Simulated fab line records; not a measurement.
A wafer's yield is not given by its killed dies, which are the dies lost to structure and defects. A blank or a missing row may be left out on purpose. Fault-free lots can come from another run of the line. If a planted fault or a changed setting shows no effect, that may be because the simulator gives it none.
A lot that was struck, set against a sound lot :: flow sky130 :: 17 steps out of a route of 708
Sound: these wafers, L640.1, L640.2, L640.4. Wafers L647.2, L647.3, L647.6 were the ones struck. At the end, the cause is stated.
Each step with rows lists, per side, the tool, then ch with its chambers, then its first start. Under that, the readings that differ: sound wafers :: struck wafers :: difference of the means :: sigmas: that difference in standard deviations of wafers without a fault.
alike: same words and numbers on both sides, and readings whose means sit less than 2 such deviations apart. not compared: any withheld reading, any reading some wafer has no value for, any bound like >300 that may hide the same value, and any number with overlapping values for which the record gives no deviation.
Wherever a step has rows on one side only, a row that says differs or no value, or a row with sigmas, the two part there. Non-overlapping numbers with no deviation appear without sigmas and do not part them. A reading missing from all wafers of one side parts the sides only when that side holds two or more wafers.

first, 5 steps without rows for these wafers: SKY_SD_N_COAT_02 (resist thk 1140 nm); SKY_SD_N_SOFTBAKE_03 (time 60 s); SKY_SD_N_EXPOSE_04 (exposes mask NSDM, target cd 380 nm); SKY_SD_N_PEB_05; SKY_SD_N_DEVELOP_06 (develop time 60 s).
SKY_SD_N_CD_MEAS_07: target cd 380 nm.
  sound on cd_sem-02, day 29 23:31; struck on cd_sem-02, day 32 10:14
  alike: cd_nm
SKY_SD_N_OVL_MEAS_08:
  sound on overlay-01, day 29 23:38; struck on overlay-01, day 32 10:20
  alike: SD_N_OVL
then, 2 steps without rows for these wafers: SKY_SD_N_IMPLANT_09; SKY_SD_N_IMPLANT_10.
SKY_SD_N_STRIP_11: strips in O2/N2.
  sound on plasma_asher-01 ch 0,1, day 29 23:58; struck on plasma_asher-02 ch 0,1, day 32 10:40
  alike: drypump_motor_current_A, oes_product_au, strip_time_to_endpoint_s
  not compared: rf_hours_counter_h
SKY_SD_N_TW_MEAS_12:
  sound on film_metro-01, day 30 00:04; struck on film_metro-02, day 32 10:47
  alike: SD_N_TW
then, 1 step without rows for these wafers: SKY_SD_N_CLEAN_13 (cleans in SC1/SC2, time 150 s).
SKY_SD_N_RTA_14: time 2 s.
  sound on rtp_anneal-02 ch 0, day 30 00:11; struck on rtp_anneal-01 ch 0, day 32 10:57
reading: lamp_power_pct (%)
sound: 15.74 15.71 15.75
struck: 16.02 15.98 15.87
difference: +0.22
sigmas: +4

reading: wafer_temp_C_max
sound: 1076.4 1078.4 1078.0
struck: 1090.4 1091.8 1090.6
difference: +13.3
sigmas: +12
  alike: ramp_up_c_per_s
SKY_SD_N_RS_MEAS_16: a four-point-probe measurement.
  sound on film_metro-01, day 30 00:21; struck on film_metro-01, day 32 11:08
reading: SD_N_RS (ohm/sq)
sound: 68.68 68.59 68.71
struck: 66.15 66.18 66.00
difference: -2.55
sigmas: -20
SKY_SD_N_RS_MEAS_17: a four-point-probe measurement.
  sound on film_metro-01, day 30 00:28; struck on film_metro-01, day 32 11:15
reading: SD_P_RS (ohm/sq)
sound: 147.0 146.8 146.9
struck: 135.6 135.8 135.1
difference: -11.4
sigmas: -29
SKY_SD_N_RS_MEAS_18: a four-point-probe measurement.
  sound on film_metro-01, day 30 00:35; struck on film_metro-01, day 32 11:22
  alike: RES_XHIGH_RS
-- record jumps: 17 days separate the struck wafers' starts on either side; left off in module SD_N, taken up again in module PAD_OPEN, whose first shown step is the route's number 708 --
SKY_PAD_OPEN_PROBE_99:
  sound on prober-02, day 47 11:47; struck on prober-01, day 49 04:50
reading: model.etest.pfet_01v8.r_on_ohm_um
sound: 2960 3048 2940
struck: 2668 2734 2748
difference: -266
sigmas: 

reading: model.etest.res_pdiff.line_ohm_um
sound: 1352 1375 1330
struck: 1240 1243 1254
difference: -107
sigmas: 

reading: model.etest.res_high_po.line_ohm_um
sound: 733.9 712.7 728.5
struck: 675.8 682.3 702.5
difference: -38.2
sigmas: 

reading: model.etest.licon_high_po.rc_ohm
sound: 337.9 347.2 349.4
struck: 290.4 289.5 315.9
difference: -46.2
sigmas: 

reading: model.etest.res_ndiff.line_ohm_um
sound: 781.2 790.5 767.8
struck: 714.5 711.8 707.5
difference: -68.6
sigmas: 

reading: model.etest.res_high_po.rs_ohm_sq
sound: 254.7 252.1 255.6
struck: 237.8 240 246.1
difference: -12.8
sigmas: 
  alike: killed_at_M0_to_M3, killed_at_M4_up, killed_at_contacts, killed_at_front_end, killed_at_other, killed_dies, killed_open, killed_short
  not compared: model.etest.res_xhigh_po.line_ohm_um, model.etest.res_xhigh_po.rs_ohm_sq

WHERE THEY PART
First at SKY_SD_N_RTA_14; last, within this record, at SKY_SD_N_RS_MEAS_17. Later steps at which nothing parts them and some readings are alike: SKY_SD_N_RS_MEAS_18, SKY_PAD_OPEN_PROBE_99.

WHY: whatever the simulator had introduced
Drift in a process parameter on rtp_anneal-01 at SKY_SD_N_RTA_14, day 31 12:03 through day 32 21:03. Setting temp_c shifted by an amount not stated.
